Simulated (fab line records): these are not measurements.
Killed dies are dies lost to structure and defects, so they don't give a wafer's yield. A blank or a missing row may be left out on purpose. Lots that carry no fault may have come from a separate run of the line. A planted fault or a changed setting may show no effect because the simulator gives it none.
Which tool was responsible?    flow sky130    37 wafers from 13 lots sampled at 5 of the route's 708 steps

## WHAT THE GAUGES READ, wafer by wafer
SKY_POLY_GATE_CD_MEAS_22.
lot   measured      on         cd-nm (nm)
L344  day 17 07:07  cd-sem-02  155.1 151.9 150.0
L348  day 19 00:58  cd-sem-02  147.0 150.2 148.2
L350  day 19 01:07  cd-sem-02  149.3 146.0 149.2
L351  day 19 15:07  cd-sem-01  148.7 153.0 154.4
L352  day 20 01:59  cd-sem-01  153.5 149.9 151.0
L355  day 20 22:01  cd-sem-02  151.7 151.3 150.3
L356  day 21 03:49  cd-sem-01  147.8 152.2 147.9
L357  day 21 22:14  cd-sem-01  148.7 147.5
L358  day 22 06:01  cd-sem-01  145.7 150.7 148.3
L362  day 23 06:28  cd-sem-02  146.0 149.0
L364  day 23 17:56  cd-sem-02  153.9 151.7 152.6
L366  day 24 07:11  cd-sem-02  148.1 148.6 151.7
L365  day 24 08:08  cd-sem-02  146.5 152.0 149.0

SKY_LDD_HVP_TW_MEAS_10.
lot   measured      on             LDD_HVP_TW
L344  day 22 11:03  film-metro-02  449 451 450
L348  day 24 05:11  film-metro-04  443 443 444
L350  day 24 06:06  film-metro-01  454 456 457
L351  day 24 18:36  film-metro-02  448 451 449
L352  day 25 04:32  film-metro-01  460 456 459
L355  day 25 22:04  film-metro-04  447 444 444
L356  day 26 04:52  film-metro-01  460 455 459
L357  day 26 23:08  film-metro-01  454 73
L358  day 27 06:34  film-metro-04  74 445 444
L362  day 28 05:46  film-metro-01  73 456
L364  day 28 16:02  film-metro-04  446 441 442
L366  day 29 03:07  film-metro-01  459 459 459
L365  day 29 05:53  film-metro-04  444 448 446

SKY_LDD_LDN_OVL_MEAS_07.
lot   measured      on          LDD_LDN_OVL (nm)
L344  day 23 16:34  overlay-02  0.5 0.3 2.0
L348  day 25 10:31  overlay-01  -1.1 -3.4 -0.5
L350  day 25 11:43  overlay-01  -1.3 -1.1 -0.2
L351  day 25 23:49  overlay-02  -1.4 -0.9 -2.4
L352  day 26 10:07  overlay-02  0.9 0.8 0.0
L355  day 27 03:16  overlay-01  0.3 -1.3 -0.3
L356  day 27 09:43  overlay-02  -1.3 -1.5 -1.1
L357  day 28 03:35  overlay-02  0.7 -0.4
L358  day 28 11:43  overlay-02  -0.8 -0.9 -2.1
L362  day 29 09:31  overlay-01  1.4 1.2
L364  day 29 19:49  overlay-02  -1.6 -0.9 -0.8
L366  day 30 05:53  overlay-01  0.8 1.6 1.5
L365  day 30 09:19  overlay-01  2.0 1.9 0.3

## WHICH TOOL RAN EACH LOT (tool, then ch and the chambers of the sampled wafers, then the start)
lot   SKY_LDD_HVP_DEVELOP_06             SKY_LDD_HVP_STRIP_09
L344  litho-track-04 ch 0, day 22 10:37  plasma-asher-02 ch 0,1, day 22 10:57
L348  litho-track-03 ch 0, day 24 04:46  plasma-asher-01 ch 0,1, day 24 05:05
L350  litho-track-04 ch 0, day 24 05:40  plasma-asher-02 ch 0,1, day 24 06:00
L351  litho-track-04 ch 0, day 24 18:10  plasma-asher-01 ch 1, day 24 18:30
L352  litho-track-02 ch 0, day 25 04:07  plasma-asher-01 ch 0,1, day 25 04:26
L355  litho-track-02 ch 0, day 25 21:40  plasma-asher-02 ch 0,1, day 25 21:59
L356  litho-track-02 ch 0, day 26 04:28  plasma-asher-02 ch 0,1, day 26 04:47
L357  litho-track-04 ch 0, day 26 22:44  plasma-asher-04 ch 0, day 26 23:02
L358  litho-track-04 ch 0, day 27 06:08  plasma-asher-04 ch 0,1, day 27 06:27
L362  litho-track-04 ch 0, day 28 05:20  plasma-asher-02 ch 1, day 28 05:39
L364  litho-track-02 ch 0, day 28 15:37  plasma-asher-01 ch 0,1, day 28 15:56
L366  litho-track-03 ch 0, day 29 02:43  plasma-asher-04 ch 0,1, day 29 03:01
L365  litho-track-03 ch 0, day 29 05:26  plasma-asher-01 ch 0,1, day 29 05:47
- SKY_LDD_HVP_DEVELOP_06: develop time 60 s.
- SKY_LDD_HVP_STRIP_09: strips in O2/N2.

## AS READ BY THE TOOLS THEMSELVES (means over the sampled wafers that have a number; for cases with no such wafer, the mark the record gives instead)
SKY_LDD_HVP_DEVELOP_06.
lot   tool            exhaust-pa (Pa)
L344  litho-track-04  45.1
L348  litho-track-03  44.4
L350  litho-track-04  44.9
L351  litho-track-04  45.3
L352  litho-track-02  46.4
L355  litho-track-02  44.2
L356  litho-track-02  46.1
L357  litho-track-04  45.3
L358  litho-track-04  44.6
L362  litho-track-04  44.5
L364  litho-track-02  46.1
L366  litho-track-03  46.1
L365  litho-track-03  45.4

SKY_LDD_HVP_STRIP_09.
lot   tool             chamber-pressure-mTorr (mTorr)  drypump-motor-current-A (A)  oes-product-au (a.u.)  strip-time-to-endpoint-s (s)
L344  plasma-asher-02  1499.9                          6.4                          0.412                  4.135
L348  plasma-asher-01  1501.3                          5.5                          0.409                  4.145
L350  plasma-asher-02  1499.6                          6.0                          0.411                  4.132
L351  plasma-asher-01  1499.8                          4.8                          0.405                  4.135
L352  plasma-asher-01  1500.6                          5.2                          0.403                  4.144
L355  plasma-asher-02  1500.2                          6.3                          0.408                  4.153
L356  plasma-asher-02  1500.1                          6.4                          0.404                  4.140
L357  plasma-asher-04  1500.2                          5.0                          0.408                  4.143
L358  plasma-asher-04  1498.6                          5.6                          0.407                  4.131
L362  plasma-asher-02  1502.4                          5.7                          0.407                  4.127
L364  plasma-asher-01  1499.2                          5.2                          0.409                  4.135
L366  plasma-asher-04  1500.5                          5.6                          0.410                  4.119
L365  plasma-asher-01  1499.8                          5.5                          0.404                  4.135

## THE ANSWER, worked out from the rows above alone
Rule: the lots themselves supply what counts as usual. Put in order of their means at a reading, lots are off if they are a third of the lots or fewer, leave a main group of 4 or more, and stand apart from it by a gap of 3 or more times the standard deviation of the main group's means; of several such gaps the widest counts. A main group is skipped when, at the precision printed for the reading in the tables above, its means are all equal. Also off: a lot with no number at a reading for which 4 or more lots have one. Where the step has rows for the other lots, those lots are counted as sound. Order of review: gauges by route order, followed by the tools' own readings, for which a lot's mean as printed above is used. At the first step where some lot is off, the reading lying furthest off is the one used; lots without a number count as furthest.
Off: at SKY_LDD_HVP_TW_MEAS_10 (LDD_HVP_TW), L357, L358, L362. The main group: mean 451, standard deviation 6.1.
A tool fits if, at a process step before that reading, it ran every lot that is off, and no sound lot after the first of them. The gauges at SKY_LDD_HVP_TW_MEAS_10 are tried like those tools. One fits: litho-track-04 at SKY_LDD_HVP_DEVELOP_06. A fault onset in the window from L351 (day 24 18:10, its last sound lot) to L357 (day 26 22:44, its first lot off) fits.

## WHAT THE SIMULATOR HAD INSERTED
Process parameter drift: litho-track-04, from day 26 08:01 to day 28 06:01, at SKY_LDD_HVP_DEVELOP_06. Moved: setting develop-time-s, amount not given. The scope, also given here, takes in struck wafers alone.
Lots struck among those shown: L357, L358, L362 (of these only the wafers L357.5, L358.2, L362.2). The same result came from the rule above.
